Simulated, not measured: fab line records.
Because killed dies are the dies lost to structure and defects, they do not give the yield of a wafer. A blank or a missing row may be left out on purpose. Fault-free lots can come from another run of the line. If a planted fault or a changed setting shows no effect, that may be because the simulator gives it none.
What tool caused it? -- flow gf180mcu -- 12 lots with 36 wafers sampled at 6 steps, on a route of 602 steps

## WHAT THE GAUGES SHOWED, per wafer
GF_HV_LDD_THK_MEAS_55.
lot,measured,on,HV_LDD_CVD_54_THK (nm)
L206,day 12 13:45,film-metro-03,10.08 9.93 10.02
L207,day 12 19:13,film-metro-04,10.03 9.80 9.89
L209,day 13 15:19,film-metro-04,10.09 9.91 9.94
L212,day 14 17:01,film-metro-03,9.92 9.85 9.88
L213,day 14 23:06,film-metro-04,9.90 10.00 9.99
L214,day 15 04:47,film-metro-01,10.02 10.06 10.20
L218,day 16 06:51,film-metro-04,9.94 9.90 9.96
L223,day 18 02:32,film-metro-01,10.33 10.15 10.30
L225,day 18 19:43,film-metro-04,10.15 10.09 10.02
L227,day 19 10:07,film-metro-04,9.84 10.04 9.88
L228,day 19 23:55,film-metro-03,10.10 10.04 9.93
L229,day 20 01:41,film-metro-01,9.92 9.85 10.00

GF_PSD_RS_MEAS_15: uses a four-point probe to measure.
lot,measured,on,PSD_RS (ohm/sq)
L206,day 14 08:39,film-metro-03,108.64 108.68 108.93
L207,day 14 14:39,film-metro-04,108.00 108.06 107.99
L209,day 15 12:16,film-metro-03,108.97 108.61 108.65
L212,day 16 15:05,film-metro-04,108.18 108.46 108.39
L213,day 16 22:08,film-metro-02,113.96 113.58 114.17
L214,day 17 03:59,film-metro-03,113.87 114.03 113.97
L218,day 18 06:57,film-metro-02,108.36 108.10 107.94
L223,day 20 05:18,film-metro-03,108.56 108.75 108.49
L225,day 21 00:10,film-metro-04,108.05 108.42 107.88
L227,day 21 13:10,film-metro-04,108.57 108.75 108.85
L228,day 22 03:06,film-metro-03,108.62 109.10 108.67
L229,day 22 03:47,film-metro-03,108.44 108.66 108.72

GF_SAB_CD_MEAS_09: the cd target is 420 nm.
lot,measured,on,cd-nm (nm)
L206,day 15 05:50,cd-sem-01,417.4 417.8 416.9
L207,day 15 12:00,cd-sem-01,420.7 419.2 418.7
L209,day 16 09:48,cd-sem-01,421.6 420.9 420.8
L212,day 17 14:31,cd-sem-01,418.5 417.3 416.8
L213,day 17 20:41,cd-sem-02,418.6 416.9 419.4
L214,day 18 02:05,cd-sem-02,420.7 421.2 420.6
L218,day 19 06:52,cd-sem-02,417.5 418.5 417.4
L223,day 21 05:20,cd-sem-01,422.5 421.9 421.9
L225,day 21 23:59,cd-sem-02,421.9 422.6 422.8
L227,day 22 12:23,cd-sem-01,420.9 423.7 422.1
L228,day 23 02:52,cd-sem-01,418.5 419.6 419.7
L229,day 23 03:25,cd-sem-01,418.7 419.3 422.6

## WHAT TOOL EACH LOT RAN ON (gives the tool, then ch and the chambers of the sampled wafers, and finally the start)
lot,GF_HV_LDD_STRIP_37,GF_PSD_IMPLANT_09,GF_PSD_STRIP_10
L206,"plasma-asher-03 ch 0,1, day 11 16:23","implanter-02 ch 0, day 14 08:05","plasma-asher-02 ch 0,1, day 14 08:13"
L207,"plasma-asher-04 ch 0, day 11 22:09","implanter-01 ch 0, day 14 14:05","plasma-asher-03 ch 0,1, day 14 14:14"
L209,"plasma-asher-04 ch 0,1, day 12 17:54","implanter-04 ch 0, day 15 11:42","plasma-asher-01 ch 0,1, day 15 11:50"
L212,"plasma-asher-03 ch 0,1, day 13 17:20","implanter-02 ch 0, day 16 14:32","plasma-asher-01 ch 0,1, day 16 14:40"
L213,"plasma-asher-04 ch 0,1, day 14 00:18","implanter-02 ch 0, day 16 21:30","plasma-asher-03 ch 0,1, day 16 21:38"
L214,"plasma-asher-04 ch 0,1, day 14 05:30","implanter-02 ch 0, day 17 03:21","plasma-asher-01 ch 0, day 17 03:29"
L218,"plasma-asher-03 ch 0,1, day 15 07:31","implanter-04 ch 0, day 18 06:24","plasma-asher-02 ch 0,1, day 18 06:32"
L223,"plasma-asher-04 ch 1, day 17 01:54","implanter-04 ch 0, day 20 04:44","plasma-asher-02 ch 1, day 20 04:53"
L225,"plasma-asher-04 ch 0,1, day 17 17:50","implanter-04 ch 0, day 20 23:36","plasma-asher-01 ch 0,1, day 20 23:44"
L227,"plasma-asher-03 ch 0,1, day 18 08:12","implanter-04 ch 0, day 21 12:35","plasma-asher-02 ch 0,1, day 21 12:44"
L228,"plasma-asher-02 ch 0,1, day 18 21:24","implanter-01 ch 0, day 22 02:32","plasma-asher-03 ch 0,1, day 22 02:41"
L229,"plasma-asher-02 ch 0,1, day 18 23:12","implanter-01 ch 0, day 22 03:11","plasma-asher-01 ch 0,1, day 22 03:19"
- GF_HV_LDD_STRIP_37: strips in O2/N2.
- GF_PSD_IMPLANT_09
- GF_PSD_STRIP_10: strips in O2/N2.

## WHAT THE TOOLS THEMSELVES READ (means of the sampled wafers that have a number; where no wafer has one, the mark that the record gives instead)
GF_HV_LDD_STRIP_37.
lot,tool,drypump-motor-current-A (A),heater-power-w (W),oes-product-au (a.u.),strip-time-to-endpoint-s (s)
L206,plasma-asher-03,5.3,341,0.719,12.62
L207,plasma-asher-04,5.0,299,0.715,12.59
L209,plasma-asher-04,5.1,341,0.713,12.71
L212,plasma-asher-03,5.2,338,0.719,12.69
L213,plasma-asher-04,5.2,391,0.720,12.64
L214,plasma-asher-04,5.1,342,0.720,12.60
L218,plasma-asher-03,5.2,340,0.715,12.55
L223,plasma-asher-04,5.2,432,0.720,12.60
L225,plasma-asher-04,5.1,382,0.712,12.62
L227,plasma-asher-03,5.2,339,0.719,12.65
L228,plasma-asher-02,5.8,342,0.715,12.65
L229,plasma-asher-02,5.8,338,0.713,12.63

GF_PSD_IMPLANT_09.
lot,tool,beam-energy-keV
L206,implanter-02,39.998
L207,implanter-01,40.003
L209,implanter-04,40.012
L212,implanter-02,39.999
L213,implanter-02,36.050
L214,implanter-02,36.036
L218,implanter-04,40.012
L223,implanter-04,40.018
L225,implanter-04,40.001
L227,implanter-04,40.008
L228,implanter-01,39.987
L229,implanter-01,39.998

GF_PSD_STRIP_10.
lot,tool,drypump-motor-current-A (A),heater-power-w (W),oes-product-au (a.u.),strip-time-to-endpoint-s (s)
L206,plasma-asher-02,5.8,342,0.595,16.53
L207,plasma-asher-03,5.3,341,0.593,16.52
L209,plasma-asher-01,6.2,351,0.591,16.57
L212,plasma-asher-01,6.2,353,0.596,16.52
L213,plasma-asher-03,5.3,343,0.602,16.19
L214,plasma-asher-01,6.6,417,0.601,16.08
L218,plasma-asher-02,5.8,342,0.593,16.50
L223,plasma-asher-02,5.7,329,0.596,16.51
L225,plasma-asher-01,6.4,373,0.593,16.53
L227,plasma-asher-02,5.8,339,0.594,16.54
L228,plasma-asher-03,5.3,340,0.593,16.49
L229,plasma-asher-01,6.2,351,0.593,16.58

## THE ANSWER, worked out from the rows above alone
Rule: usual is defined by the lots themselves. Put in order of their means at a reading, lots are off if they are a third of the lots or fewer, leave a main group of 4 or more, and stand apart from it by a gap of 3 or more times the standard deviation of the main group's means; of several such gaps the widest counts. If all means in a main group match to the digits the tables above print for the reading, that group is not used. Also off: a lot with no number at a reading for which 4 or more lots have one. All remaining lots with rows at the step are treated as sound. The gauges are gone through in route order, then the tools' own readings, and for those a lot's mean is taken as printed above. The first step at which some lot is off is used, and at that step the reading that is off furthest; a lot without a number counts as furthest.
Off: at GF_PSD_RS_MEAS_15 (PSD_RS), L213, L214. The main group: mean 108.48 ohm/sq, standard deviation 0.29.
If a tool, at a process step before that reading, ran all the lots that are off and no sound lot after the first of them, it fits. The gauges at GF_PSD_RS_MEAS_15 aren't tried: what is off there is off at GF_PSD_IMPLANT_09 too, on other tools, and a gauge's error can't cause that. One fits: GF_PSD_IMPLANT_09 on implanter-02. Its last sound lot is L212 (day 16 14:32), its first lot that is off L213 (day 16 21:30): a fault that began between those two fits.
The tool's own readings at GF_PSD_IMPLANT_09 bear it out: on the lots that are off they differ by more than 5 times the standard deviation of the sound lots' means. beam-energy-keV reads 36.043 there against 40.004 on the sound lots.

## WHAT THE SIMULATOR HAD INSERTED
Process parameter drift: implanter-02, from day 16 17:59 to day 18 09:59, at GF_PSD_IMPLANT_09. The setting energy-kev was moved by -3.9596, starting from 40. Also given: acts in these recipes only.
Struck lots among those shown: L213, L214. Same finding as the rule above.
